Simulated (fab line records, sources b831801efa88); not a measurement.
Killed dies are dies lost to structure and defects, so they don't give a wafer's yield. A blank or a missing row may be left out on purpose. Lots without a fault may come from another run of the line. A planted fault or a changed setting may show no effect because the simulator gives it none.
Which tool did it? | flow sky130 | 12 lots, 36 wafers sampled, at 1 step of a route of 708

WHAT THE GAUGES READ, wafer by wafer
SKY_METAL3_CD_MEAS_13: target cd 300 nm.
lot  | measured     | on        | cd_nm (nm)
L075 | day 40 04:52 | cd_sem-01 | 301.2 300.7 301.4
L077 | day 41 14:29 | cd_sem-02 | 298.8 301.4 299.0
L079 | day 42 02:33 | cd_sem-02 | 299.7 298.8 299.2
L081 | day 42 15:05 | cd_sem-02 | 299.1 300.2 299.9
L083 | day 43 05:53 | cd_sem-02 | 300.0 298.6 299.7
L085 | day 43 21:17 | cd_sem-01 | 299.6 299.5 300.0
L087 | day 44 08:21 | cd_sem-01 | 298.8 299.9 299.2
L089 | day 44 17:41 | cd_sem-01 | 298.4 298.3 297.7
L091 | day 45 14:42 | cd_sem-01 | 299.7 299.8 298.5
L092 | day 46 00:25 | cd_sem-02 | 300.4 301.0 299.5
L095 | day 46 12:04 | cd_sem-01 | 301.8 300.9 300.5
L097 | day 46 18:59 | cd_sem-02 | 299.4 298.6 298.6

WHICH TOOL RAN EACH LOT (tool, then ch and the chambers of the sampled wafers, then the start)
The record holds no process step before these readings.

THE ANSWER, worked out from the rows above alone
Rule: what is usual is taken from the lots themselves. Put in order of their means at a reading, lots are off if they are a third of the lots or fewer, leave a main group of 4 or more, and stand apart from it by a gap of 3 or more times the standard deviation of the main group's means; of several such gaps the widest counts. A main group whose means are all the same, to the digits that the tables above print for the reading, isn't used. A lot without any number at a reading at which 4 lots or more have one is off too. The other lots that the step has rows for count as sound.
No lot is off at any reading shown: from this, nothing can be told.

WHAT THE SIMULATOR HAD PUT IN
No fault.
